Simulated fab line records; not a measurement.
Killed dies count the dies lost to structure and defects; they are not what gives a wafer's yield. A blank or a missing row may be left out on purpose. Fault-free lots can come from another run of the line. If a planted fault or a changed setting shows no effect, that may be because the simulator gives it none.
A struck lot beside a sound one ; flow sky130 ; 15 out of 708 route steps
Sound: wafers L494.2, L494.3, L494.4. The struck wafers were L513.1, L513.2, L513.4. At the end, the cause is stated.
Per side, at each step with rows, come the tool, then ch with its chambers, and then its first start. Under that, the readings that differ: sound wafers ; struck wafers ; difference of the means ; sigmas: that difference in standard deviations of wafers without a fault.
alike: words and numbers the same on both sides, and readings whose means are apart by under 2 such deviations; not compared: readings that were withheld, readings missing a value for some wafer, numbers with overlapping values and no deviation given by the record, and bounds like >300 which may hide the same value.
The two part at a step that has a row with sigmas, a row that says differs or no value, or rows on one side only. Numbers that don't overlap but have no deviation are shown without sigmas and don't part them. A reading missing from all wafers of one side parts the sides only when that side holds two or more wafers.

SKY_DNWELL_TW_MEAS_09:
  sound on film metro-01, day 3 11:05; struck on film metro-01, day 7 15:23
  alike: DNWELL_TW
then, 7 steps without rows for these wafers: SKY_PWDE_DEHYDRATE_00 (time 60 s); SKY_PWDE_HMDS_01 (prime time 60 s); SKY_PWDE_COAT_02 (resist thk 3000 nm); SKY_PWDE_SOFTBAKE_03; SKY_PWDE_EXPOSE_04 (exposes mask PWDEM, target cd 840 nm); SKY_PWDE_PEB_05; SKY_PWDE_DEVELOP_06 (develop time 60 s).
SKY_PWDE_OVL_MEAS_07:
  sound on overlay-01, day 4 03:25; struck on overlay-01, day 8 12:25
  alike: PWDE_OVL
then, 1 step without rows for these wafers: SKY_PWDE_IMPLANT_08.
SKY_PWDE_STRIP_09: strips in O2/N2.
  sound on plasma asher-01 ch 0,1, day 4 03:36; struck on plasma asher-04 ch 0,1, day 8 12:36
  alike: drypump motor current A, n2 flow sccm, oes product au, strip time to endpoint s
  not compared: rf hours counter h
SKY_PWDE_TW_MEAS_10:
  sound on film metro-03, day 4 03:43; struck on film metro-01, day 8 12:42
  alike: PWDE_TW
SKY_NWELL_DEHYDRATE_03: time 60 s.
  sound on litho track-03 ch 0, day 4 11:28; struck on litho track-01 ch 0, day 8 23:07
reading;sound;struck;difference;sigmas
run length s (s);89.14 89.31 89.42;95.24 95.38 95.30;+6.02;+38
  alike: heater power total W, plate temp C
then, 1 step without rows for these wafers: SKY_NWELL_HMDS_04 (prime time 60 s).
-- the record jumps here: 41 days lie between the struck wafers' starts before and after (it left off in module NWELL and takes up again in module PAD_OPEN, whose first step shown is number 708 of the route) --
SKY_PAD_OPEN_PROBE_99:
  sound on prober-01, day 46 05:50; struck on prober-01, day 50 09:29
  alike: killed_at_M0_to_M3, killed_at_M4_up, killed at contacts, killed at front end, killed at other, killed dies, killed open, killed short

WHERE THEY PART
Only at SKY_NWELL_DEHYDRATE_03, within this record. Later steps at which nothing parts them and some readings are alike: SKY_PAD_OPEN_PROBE_99.

WHY: what had been put in by the simulator
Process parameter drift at SKY_NWELL_DEHYDRATE_03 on litho track-01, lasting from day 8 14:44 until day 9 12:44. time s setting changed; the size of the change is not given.
